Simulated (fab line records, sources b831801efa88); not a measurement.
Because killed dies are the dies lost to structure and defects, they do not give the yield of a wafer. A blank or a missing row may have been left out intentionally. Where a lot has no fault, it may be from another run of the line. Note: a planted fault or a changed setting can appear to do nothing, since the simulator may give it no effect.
What tool caused it? ; flow gf180mcu ; 13 lots (38 wafers sampled), 1 step of a 602-step route

WHAT EACH GAUGE READ, for each wafer
GF_STI_CD_MEAS_12: the cd target is 220 nm.
lot;measured;on;cd_nm (nm)
L939;day 2 05:52;cd_sem-02;219.1 220.0 221.0
L940;day 2 11:38;cd_sem-02;219.0 220.1 219.8
L941;day 2 16:01;cd_sem-01;220.8 220.8 220.6
L942;day 2 21:59;cd_sem-02;218.0 218.1 219.8
L944;day 3 08:23;cd_sem-01;218.8 219.0 218.8
L946;day 3 18:02;cd_sem-01;217.7 219.3 219.3
L948;day 4 04:55;cd_sem-02;222.2 221.6 222.2
L950;day 4 15:34;cd_sem-02;218.5 218.4 218.8
L951;day 4 21:39;cd_sem-01;218.4 217.3 218.2
L957;day 6 04:00;cd_sem-02;220.4 221.5 221.1
L959;day 6 14:27;cd_sem-02;219.5 219.6 220.0
L960;day 6 19:10;cd_sem-02;221.5 220.4
L961;day 7 00:32;cd_sem-02;220.7 220.9 219.7

WHICH TOOL RAN EACH LOT (tool, then ch and the chambers of the sampled wafers, then the start)
No process step before these readings appears in the record.

WHAT THE TOOLS THEMSELVES READ (means of the sampled wafers that have a number; where no wafer has one, the mark that the record gives instead)
The record holds no such reading with a usual standard deviation.

THE ANSWER, worked out from the rows above alone
Rule: the usual values come from the lots themselves. Put in order of their means at a reading, lots are off if they are a third of the lots or fewer, leave a main group of 4 or more, and stand apart from it by a gap of 3 or more times the standard deviation of the main group's means; of several such gaps the widest counts. If all means in a main group match to the digits the tables above print for the reading, that group is not used. A lot without any number at a reading at which 4 lots or more have one is off too. Where the step has rows for the other lots, those lots are counted as sound. First the gauges in route order, then the tools' own readings, where a lot's mean is used as printed above. The first step at which some lot is off is used, and at that step the reading that is off furthest; a lot without a number counts as furthest.
No lot is off at any reading shown: from this, nothing can be told.

WHAT THE SIMULATOR HAD PUT IN
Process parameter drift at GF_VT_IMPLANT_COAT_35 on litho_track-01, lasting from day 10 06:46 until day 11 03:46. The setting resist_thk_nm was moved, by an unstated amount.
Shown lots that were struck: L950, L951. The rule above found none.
